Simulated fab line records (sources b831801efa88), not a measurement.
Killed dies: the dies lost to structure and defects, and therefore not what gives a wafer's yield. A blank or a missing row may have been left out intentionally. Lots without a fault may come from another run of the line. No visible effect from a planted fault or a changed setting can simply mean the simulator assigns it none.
fab line records	flow sky130
record: lots: 6	wafers: 18	last_day: 50
route steps=708 shown VT_ADJUST_HVTR@139 VT_ADJUST_PCH@143 SONOS_TUNNEL@154 PAD_OPEN@708
lots that met no fault: taken from a fault-free run of the same line
start_h: hours from the record's first day to the start of the lot's first wafer shown	wait_h: time in hours since the lot's previous step	" as in the row above	L1.1+2: several wafers, shown together as one row	- no value, or no start given	* or withheld: withheld	< > ~ a bound
route shown NAME@n: NAME is a module with steps in the file, n the number in the route of the first one	usual: mean/standard deviation taken from wafers without a fault	same: alike in all rows	chamber/n: place in a boat	sites: readings site by site	_std_site: the values' standard deviation	_edge_site: inner sites' mean taken away from outer sites' mean	radius_mm: how far each site lies from the wafer's centre	mask NAME#n: copy n	behind: tool/chamber where the wafer was last shaped	hold: what put the lot on hold/how long, in hours/how the hold closed	device: the n, p or np transistor that did not switch	end of line: the tests these same wafers got at the end of their route	step lacking rows: just its recipe	killed: count of dies lost to structure and defects at first sort (not the wafer's yield)	map: a wafer's dies, marking killed ones x, the rest . and places with no die _
set.NAME: setting as actually run; set.NAME@STEP: the setting as run at that earlier step	model.NAME: the simulator's own value behind a step, which no gauge read
lots seen at some steps along the route; tables by step, rows by wafer
services: the hour from which a tool's chamber was out of use, counted from the record's first day as start_h (under 0 if before that day), plus the number of hours and why
== steps ==
step: SKY_VT_ADJUST_HVTR_OVL_MEAS_08
usual: VT_ADJUST_HVTR_OVL: -0.3/1.2
lot.wafer	tool	chamber	start_h	wait_h	VT_ADJUST_HVTR_OVL[nm]
L484.2	overlay-01	-	204.63	0.1	0.0
L484.3	"	-	"	"	-1.2
L484.5	"	-	"	"	-2.0
L491.1	overlay-02	-	272.44	0.1	2.2
L491.2	"	-	"	"	0.7
L491.5	"	-	"	"	-0.2
L495.1	overlay-01	-	295.77	0.1	-1.0
L495.2	"	-	"	"	-0.8
L495.3	"	-	"	"	-1.3
L496.1	overlay-02	-	297.07	0.1	-1.2
L496.3	"	-	"	"	-1.0
L496.5	"	-	"	"	-1.0
L504.2	overlay-02	-	362.61	0.1	1.1
L504.3	"	-	"	"	1.2
L504.5	"	-	"	"	1.9
L505.3	overlay-01	-	364.05	0.1	-0.7
L505.4	"	-	"	"	-2.0
L505.6	"	-	"	"	0.6
step: SKY_VT_ADJUST_HVTR_IMPLANT_09
recipe: species: B	energy_kev: 10	dose_cm2: 2.1e+12	tilt_deg: withheld
step: SKY_VT_ADJUST_HVTR_STRIP_10
recipe: chemistry: O2/N2	power_w: 1400	pressure_mtorr: 1500	platen_temp_c: withheld	o2_flow_sccm: 3000	n2_flow_sccm: 300	overash_fraction: 0.5
usual: drypump_motor_current_A: 5.8/0.47	oes_product_au: 0.716/0.0047	strip_time_to_endpoint_s: 14.19/0.036
lot.wafer	tool	chamber	start_h	wait_h	drypump_motor_current_A	oes_product_au	rf_hours_counter_h	strip_time_to_endpoint_s
L484.2	plasma_asher-01	0	204.81	0.1	5.8	0.709	8	14.20
L484.3	"	0	"	"	5.8	0.719	-	14.19
L484.5	"	1	"	"	5.6	0.715	-	14.21
L491.1	plasma_asher-01	1	272.62	0.1	5.6	0.717	15	14.21
L491.2	"	0	"	"	5.8	0.712	15	14.27
L491.5	"	0	"	"	5.8	0.721	-	14.20
L495.1	plasma_asher-03	1	295.96	0.1	6.2	0.722	49	14.20
L495.2	"	0	"	"	5.6	0.717	49	14.21
L495.3	"	0	"	"	5.6	0.725	-	14.17
L496.1	plasma_asher-03	0	297.26	0.1	5.7	0.712	49	14.23
L496.3	"	0	"	"	5.7	0.718	-	14.19
L496.5	"	1	"	"	6.2	0.729	-	14.25
L504.2	plasma_asher-03	1	362.79	0.1	6.2	0.711	56	14.20
L504.3	"	1	"	"	6.2	0.715	-	14.19
L504.5	"	0	"	"	5.7	0.715	-	14.19
L505.3	plasma_asher-01	0	364.26	0.1	5.8	0.714	-	14.23
L505.4	"	1	"	"	5.6	0.712	-	14.19
L505.6	"	1	"	"	5.6	0.710	-	14.20
step: SKY_VT_ADJUST_HVTR_TW_MEAS_11
usual: VT_ADJUST_HVTR_TW: 212.1/2.5
lot.wafer	tool	chamber	start_h	wait_h	VT_ADJUST_HVTR_TW
L484.2	film_metro-03	-	204.92	0.1	210.1
L484.3	"	-	"	"	210.4
L484.5	"	-	"	"	210.8
L491.1	film_metro-03	-	272.72	0.1	208.4
L491.2	"	-	"	"	209.0
L491.5	"	-	"	"	208.6
L495.1	film_metro-04	-	296.06	0.1	213.6
L495.2	"	-	"	"	214.6
L495.3	"	-	"	"	215.5
L496.1	film_metro-01	-	297.36	0.1	210.3
L496.3	"	-	"	"	211.2
L496.5	"	-	"	"	211.2
L504.2	film_metro-01	-	362.90	0.1	211.9
L504.3	"	-	"	"	211.6
L504.5	"	-	"	"	213.1
L505.3	film_metro-01	-	364.35	0.1	214.3
L505.4	"	-	"	"	212.3
L505.6	"	-	"	"	214.1
step: SKY_VT_ADJUST_PCH_DEHYDRATE_00
recipe: temp_c: 200	time_s: 60
step: SKY_VT_ADJUST_PCH_HMDS_01
recipe: prime_time_s: 60	prime_temp_c: 120
step: SKY_VT_ADJUST_PCH_COAT_02
recipe: spin_rpm: 2000	resist_thk_nm: 3000
step: SKY_VT_ADJUST_PCH_SOFTBAKE_03
recipe: temp_c: 110	time_s: withheld
step: SKY_VT_ADJUST_PCH_EXPOSE_04
recipe: mask_id: NWM	na: 0.6	source_shape: conventional	sigma_outer: 0.6	polarization: unpolarized	target_cd_nm: 840	dose_mj: 255
step: SKY_VT_ADJUST_PCH_PEB_05
recipe: temp_c: 115	time_s: withheld
step: SKY_VT_ADJUST_PCH_DEVELOP_06
recipe: wall_angle_deg: 90	developer: TMAH	develop_time_s: 60	dev_temp_c: 23
step: SKY_VT_ADJUST_PCH_OVL_MEAS_07
usual: VT_ADJUST_PCH_OVL: -0.9/1.4
lot.wafer	tool	chamber	start_h	wait_h	VT_ADJUST_PCH_OVL[nm]
L484.2	overlay-01	-	226.95	-	0.7
L484.3	"	-	"	"	1.1
L484.5	"	-	"	"	0.4
L491.1	overlay-01	-	296.32	-	-2.8
L491.2	"	-	"	"	-3.0
L491.5	"	-	"	"	-4.2
L495.1	overlay-02	-	320.84	-	-0.3
L495.2	"	-	"	"	-2.0
L495.3	"	-	"	"	0.1
L496.1	overlay-02	-	322.34	-	-0.6
L496.3	"	-	"	"	-0.2
L496.5	"	-	"	"	2.6
L504.2	overlay-01	-	391.07	-	0.9
L504.3	"	-	"	"	0.3
L504.5	"	-	"	"	1.7
L505.3	overlay-02	-	392.21	-	-0.9
L505.4	"	-	"	"	0.2
L505.6	"	-	"	"	2.2
step: SKY_VT_ADJUST_PCH_IMPLANT_08
recipe: species: B	energy_kev: 10	dose_cm2: 5e+11	tilt_deg: withheld
usual: dose_ions_cm2: 5e+11/5.2e+08	faraday_current_uA: 2.82/0.057
same: implant_ion_amu: 11
lot.wafer	tool	chamber	start_h	wait_h	dose_ions_cm2	faraday_current_uA
L484.2	implanter-01	0	227.01	0.0	5.002e+11	2.87
L484.3	"	0	"	"	4.989e+11	2.76
L484.5	"	0	"	"	4.995e+11	2.74
L491.1	implanter-01	0	296.35	0.0	3.275e+11	1.87
L491.2	"	0	"	"	3.274e+11	1.85
L491.5	"	0	"	"	3.268e+11	1.80
L495.1	implanter-01	0	320.88	0.0	3.291e+11	1.84
L495.2	"	0	"	"	3.283e+11	1.84
L495.3	"	0	"	"	3.273e+11	1.86
L496.1	implanter-02	0	322.38	0.0	5.004e+11	2.82
L496.3	"	0	"	"	5.003e+11	2.80
L496.5	"	0	"	"	5.004e+11	2.76
L504.2	implanter-02	0	391.13	0.0	5.003e+11	2.90
L504.3	"	0	"	"	5.004e+11	2.85
L504.5	"	0	"	"	5.003e+11	2.85
L505.3	implanter-03	0	392.28	0.1	5.004e+11	2.74
L505.4	"	0	"	"	4.999e+11	2.89
L505.6	"	0	"	"	5e+11	2.88
step: SKY_VT_ADJUST_PCH_STRIP_09
recipe: chemistry: O2/N2	power_w: 1400	pressure_mtorr: 1500	platen_temp_c: withheld	o2_flow_sccm: 3000	n2_flow_sccm: 300	overash_fraction: 0.5
usual: drypump_motor_current_A: 5.6/0.4	oes_product_au: 0.722/0.005	strip_time_to_endpoint_s: 36.92/0.1
lot.wafer	tool	chamber	start_h	wait_h	drypump_motor_current_A	oes_product_au	rf_hours_counter_h	strip_time_to_endpoint_s
L484.2	plasma_asher-02	1	227.13	0.1	5.0	0.723	50	36.78
L484.3	"	1	"	"	5.0	0.720	-	36.86
L484.5	"	1	"	"	5.0	0.727	-	36.95
L491.1	plasma_asher-02	1	296.50	0.1	5.0	0.715	57	36.94
L491.2	"	0	"	"	5.2	0.720	57	36.91
L491.5	"	1	"	"	5.0	0.726	-	37.01
L495.1	plasma_asher-03	1	321.03	0.1	6.2	0.719	52	36.73
L495.2	"	0	"	"	5.7	0.727	52	36.76
L495.3	"	1	"	"	6.2	0.723	-	36.74
L496.1	plasma_asher-03	0	322.53	0.1	5.7	0.714	52	37.06
L496.3	"	1	"	"	6.2	0.728	-	36.99
L496.5	"	0	"	"	5.7	0.717	-	37.08
L504.2	plasma_asher-03	1	391.25	0.1	6.2	0.732	59	36.88
L504.3	"	1	"	"	6.2	0.722	-	36.81
L504.5	"	1	"	"	6.2	0.715	-	36.80
L505.3	plasma_asher-02	1	392.41	0.1	5.0	0.723	-	36.81
L505.4	"	0	"	"	5.2	0.722	-	36.90
L505.6	"	1	"	"	5.0	0.724	-	36.93
step: SKY_VT_ADJUST_PCH_TW_MEAS_10
usual: VT_ADJUST_PCH_TW: 142.5/1.1
lot.wafer	tool	chamber	start_h	wait_h	VT_ADJUST_PCH_TW
L484.2	film_metro-02	-	227.24	0.1	142.2
L484.3	"	-	"	"	142.9
L484.5	"	-	"	"	142.3
L491.1	film_metro-02	-	296.60	0.1	127.6
L491.2	"	-	"	"	127.1
L491.5	"	-	"	"	127.9
L495.1	film_metro-01	-	321.13	0.1	128.5
L495.2	"	-	"	"	128.6
L495.3	"	-	"	"	128.5
L496.1	film_metro-03	-	322.63	0.1	142.9
L496.3	"	-	"	"	142.1
L496.5	"	-	"	"	143.0
L504.2	film_metro-01	-	391.36	0.1	143.6
L504.3	"	-	"	"	144.9
L504.5	"	-	"	"	144.6
L505.3	film_metro-02	-	392.50	0.1	140.3
L505.4	"	-	"	"	140.3
L505.6	"	-	"	"	140.9
step: SKY_SONOS_TUNNEL_DEHYDRATE_00
recipe: temp_c: 200	time_s: 60
step: SKY_PAD_OPEN_PROBE_99
usual: killed_at_M0_to_M3: 45/7.5	killed_at_M4_up: 3.2/1.8	killed_at_contacts: 24/4.9	killed_at_front_end: 15/4.4	killed_at_other: 0.3/0.54	killed_dies: 87/9.8	killed_open: 47/6.4	killed_short: 40/6.5
same: gross_dies: 492	killed_at_back_side: 0
lot.wafer	tool	chamber	start_h	wait_h	killed_at_M0_to_M3	killed_at_M4_up	killed_at_contacts	killed_at_front_end	killed_at_other	killed_dies	killed_open	killed_short	model.etest.pfet_g5v0d10v5.r_on_ohm_um	model.etest.pfet_g5v0d10v5.drive_ua_um	model.etest.pfet_01v8_lvt.drive_ua_um	model.etest.pfet_g5v0d10v5.off_log10_a_um	model.etest.pfet_01v8_lvt.off_log10_a_um	model.etest.pfet_g5v0d10v5.vt_sat_v	model.etest.pfet_16v.vt_v	model.etest.pfet_g5v0d10v5.vt_v
L484.2	prober-01	-	1083.16	0.1	34	0	25	19	0	78	35	43	4741	344.9	175	-12.03	-8.55	-0.5799	-1.077	-0.7847
L484.3	prober-01	-	1083.21	0.2	43	5	23	11	0	82	45	37	4699	341.3	178.3	-12.14	-8.627	-0.6059	-1.076	-0.8102
L484.5	prober-01	-	1083.31	0.2	47	3	20	20	0	90	52	38	4712	342.6	176.1	-12.1	-8.613	-0.594	-1.073	-0.7964
L491.1	prober-01	-	1135.51	0.1	36	6	22	14	0	78	44	33	4765	338.9	168.6	-13.25	-9.478	-0.7182	-1.173	-0.8944
L491.2	prober-01	-	1135.56	0.1	44	6	26	10	0	86	50	33	4909	330.3	168.5	-13.54	-9.399	-0.7635	-1.191	-0.9368
L491.5	prober-01	-	1135.71	0.2	50	3	28	12	0	93	50	38	4820	332.8	170.5	-13.36	-9.447	-0.73	-1.175	-0.9078
L495.1	prober-01	-	1150.66	0.1	33	2	27	12	0	74	43	29	4847	333.5	169.5	-13.37	-9.498	-0.7266	-1.173	-0.9078
L495.2	prober-01	-	1150.71	0.1	38	4	37	11	0	90	54	34	4862	330.2	172.5	-13.24	-9.46	-0.7165	-1.18	-0.8974
L495.3	prober-01	-	1150.76	0.2	35	6	22	17	0	80	40	39	4898	326.1	167.9	-13.4	-9.591	-0.7403	-1.18	-0.9156
L496.1	prober-02	-	1153.64	0.1	57	7	14	15	0	93	48	45	4794	339.7	174.7	-12.69	-8.756	-0.6365	-1.111	-0.8191
L496.3	prober-02	-	1153.74	0.2	61	3	17	23	0	104	52	52	4737	342.4	173	-13.05	-8.952	-0.6773	-1.115	-0.8656
L496.5	prober-02	-	1153.84	0.2	56	2	21	13	0	92	58	34	4790	334.4	173.5	-12.99	-9.029	-0.6837	-1.126	-0.8668
L505.3	prober-02	-	1197.69	0.2	37	4	24	17	0	82	46	36	4758	342.3	172.1	-12.63	-9.016	-0.6312	-1.098	-0.8216
L505.4	prober-02	-	1197.74	0.2	39	2	29	12	1	83	46	37	4734	340.6	171.3	-12.52	-9.011	-0.6316	-1.087	-0.8193
L505.6	prober-02	-	1197.84	0.2	41	4	26	11	0	82	42	40	4703	348.2	173.3	-12.43	-9.074	-0.6234	-1.091	-0.8166
L504.2	prober-01	-	1198.41	0.1	46	3	25	18	0	92	45	47	4726	345.9	173.1	-11.98	-8.793	-0.5813	-1.076	-0.7936
L504.3	prober-01	-	1198.46	0.2	40	4	26	8	0	78	36	42	4709	346.2	172.6	-12.16	-8.897	-0.5903	-1.073	-0.7963
L504.5	prober-01	-	1198.56	0.2	53	3	19	20	0	95	49	46	4768	343.3	171.9	-12.2	-8.948	-0.6009	-1.068	-0.8121
killed by level:class
L484.2 CONTACT:geometric_particle:short=8 CONTACT:geometric_particle:open=8 VIA1:geometric_particle:open=7 FIELD_ISO:geometric_particle:open=6 METAL1:geometric_particle:short=6 METAL2:geometric_particle:short=5 VIA2:geometric_particle:open=5 FIELD_ISO:geometric_particle:short=4
L484.3 VIA1:geometric_particle:open=14 CONTACT:geometric_particle:open=12 VIA1:geometric_particle:short=8 METAL2:geometric_particle:short=6 LI_CONTACT:geometric_particle:open=5 FIELD_ISO:geometric_particle:short=4 VIA2:geometric_particle:open=4 VIA3:geometric_particle:open=4
L484.5 VIA2:geometric_particle:open=10 VIA3:geometric_particle:open=9 VIA1:geometric_particle:open=8 FIELD_ISO:geometric_particle:short=7 CONTACT:geometric_particle:open=7 FIELD_ISO:geometric_particle:open=5 VIA1:geometric_particle:short=5 LI_CONTACT:geometric_particle:short=4
L491.1 VIA1:geometric_particle:open=8 FIELD_ISO:geometric_particle:short=7 VIA3:geometric_particle:open=7 LI_CONTACT:geometric_particle:open=7 CONTACT:geometric_particle:open=6 VIA2:geometric_particle:open=6 VIA1:geometric_particle:short=5 FIELD_ISO:geometric_particle:open=4
L491.2 VIA1:geometric_particle:open=10 LI_CONTACT:geometric_particle:open=9 VIA2:geometric_particle:open=8 CONTACT:geometric_particle:open=7 METAL2:geometric_particle:short=7 VIA3:geometric_particle:open=7 CONTACT:geometric_particle:short=5 POLY_GATE:geometric_particle:open=4
L491.5 CONTACT:geometric_particle:open=14 VIA1:geometric_particle:open=11 VIA2:geometric_particle:open=8 VIA3:geometric_particle:short=7 LI_CONTACT:geometric_particle:open=5 VIA3:geometric_particle:open=5 LI_CONTACT:geometric_particle:short=4 LOCAL_INTERCONNECT:geometric_particle:short=4
L495.1 LI_CONTACT:geometric_particle:open=9 VIA2:geometric_particle:open=8 CONTACT:geometric_particle:open=8 VIA1:geometric_particle:open=6 CONTACT:geometric_particle:short=4 METAL1:geometric_particle:short=4 VIA1:geometric_particle:short=4 VIA3:geometric_particle:open=4
L495.2 LI_CONTACT:geometric_particle:open=14 VIA1:geometric_particle:open=9 CONTACT:geometric_particle:short=7 VIA3:geometric_particle:open=7 CONTACT:geometric_particle:open=6 METAL2:geometric_particle:short=6 FIELD_ISO:geometric_particle:open=5 LOCAL_INTERCONNECT:geometric_particle:short=4
L495.3 VIA1:geometric_particle:open=9 LI_CONTACT:geometric_particle:open=8 VIA1:geometric_particle:short=6 VIA2:geometric_particle:open=6 METAL4:geometric_particle:short=6 POLY_GATE:geometric_particle:short=5 CONTACT:geometric_particle:open=5 FIELD_ISO:geometric_particle:open=4
L496.1 VIA1:geometric_particle:open=20 METAL1:geometric_particle:short=7 FIELD_ISO:geometric_particle:short=6 LI_CONTACT:geometric_particle:open=5 VIA2:geometric_particle:short=5 VIA3:geometric_particle:open=5 VIA1:geometric_particle:short=4 CONTACT:geometric_particle:open=4
L496.3 VIA1:geometric_particle:open=12 VIA3:geometric_particle:open=10 METAL1:geometric_particle:short=8 CONTACT:geometric_particle:open=8 SPACER:geometric_particle:short=7 VIA2:geometric_particle:open=7 VIA3:geometric_particle:short=5 VIA2:geometric_particle:short=5
L496.5 VIA1:geometric_particle:open=18 CONTACT:geometric_particle:open=9 LI_CONTACT:geometric_particle:open=8 VIA2:geometric_particle:short=7 METAL1:geometric_particle:short=6 VIA3:geometric_particle:open=5 POLY_GATE:geometric_particle:short=4 METAL2:geometric_particle:short=4
L505.3 VIA1:geometric_particle:open=14 LI_CONTACT:geometric_particle:open=8 LOCAL_INTERCONNECT:geometric_particle:short=8 FIELD_ISO:geometric_particle:short=6 CONTACT:geometric_particle:open=6 POLY_GATE:geometric_particle:short=4 METAL1:geometric_particle:short=4 METAL2:geometric_particle:short=4
L505.4 CONTACT:geometric_particle:open=13 VIA1:geometric_particle:open=11 FIELD_ISO:geometric_particle:short=6 VIA3:geometric_particle:open=6 CONTACT:geometric_particle:short=5 LOCAL_INTERCONNECT:geometric_particle:short=5 LI_CONTACT:geometric_particle:short=4 METAL1:geometric_particle:short=4
L505.6 CONTACT:geometric_particle:open=13 METAL1:geometric_particle:short=8 VIA1:geometric_particle:open=7 LI_CONTACT:geometric_particle:open=6 METAL2:geometric_particle:short=6 VIA2:geometric_particle:open=6 FIELD_ISO:geometric_particle:short=5 FIELD_ISO:geometric_particle:open=4
L504.2 VIA1:geometric_particle:open=14 METAL2:geometric_particle:short=10 CONTACT:geometric_particle:open=7 LI_CONTACT:geometric_particle:open=6 LOCAL_INTERCONNECT:geometric_particle:short=6 METAL1:geometric_particle:short=6 FIELD_ISO:geometric_particle:open=5 FIELD_ISO:geometric_particle:short=4
L504.3 LI_CONTACT:geometric_particle:open=8 METAL1:geometric_particle:short=7 METAL2:geometric_particle:short=7 VIA1:geometric_particle:open=5 CONTACT:geometric_particle:short=5 CONTACT:geometric_particle:open=5 VIA2:geometric_particle:open=5 LI_CONTACT:geometric_particle:short=4
L504.5 FIELD_ISO:geometric_particle:short=11 VIA1:geometric_particle:open=11 METAL2:geometric_particle:short=8 VIA2:geometric_particle:open=8 VIA3:geometric_particle:open=6 LI_CONTACT:geometric_particle:open=6 CONTACT:geometric_particle:open=6 METAL1:geometric_particle:short=5
== services ==
tool	chamber	start_h	hours	kind
implanter-02	-	184.82	1.2	repair
implanter-02	-	194.16	19.7	pm
implanter-02	-	232.36	0.6	repair
implanter-02	-	257.29	1.1	repair
plasma_asher-01	-	274.47	25.6	pm
implanter-01	-	280.31	2.9	repair
implanter-03	-	310.73	2.2	repair
implanter-02	-	316.07	3.9	pm
implanter-02	-	329.02	3.1	pm
implanter-02	-	350.05	2.1	repair
plasma_asher-02	-	354.79	15.6	pm
implanter-02	-	376.76	4.0	repair
== key ==
first_sign: step: SKY_VT_ADJUST_PCH_IMPLANT_08	reading: dose_ions_cm2	direction: down	sigmas: 99+	usual: *	struck: *
effect: step: SKY_VT_ADJUST_PCH_IMPLANT_08	reading: faraday_current_uA	direction: down	sigmas: 17	usual: 2.82	struck: 1.84
effect: step: SKY_VT_ADJUST_PCH_TW_MEAS_10	reading: VT_ADJUST_PCH_TW	direction: down	sigmas: 13	usual: 142.5	struck: 128.0
model_effect: step: SKY_PAD_OPEN_PROBE_99	value: etest.pfet_g5v0d10v5.r_on_ohm_um	without: 4763	struck: 4850
met_at SKY_VT_ADJUST_PCH_IMPLANT_08
struck_wafers L491.1,L491.2,L491.5,L495.1,L495.2,L495.3
tester_left_out L491,L495
onset_between 227.01 296.35
fault: kind: process_parameter_drift	tool: implanter-01	chamber: -	onset_h: 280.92	steps: SKY_VT_ADJUST_PCH_IMPLANT_08	channel: dose_cm2	offset: *	shape: step	end_h: 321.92	acts_in: *	stated: *
tester_left_out: of these lots the tester's yield and bins aren't shown, on N5 and GAA mostly nor the transistor test; their killed dies are dies lost to structure and defects alone, not to doping, threshold or leakage, so they don't give the yield
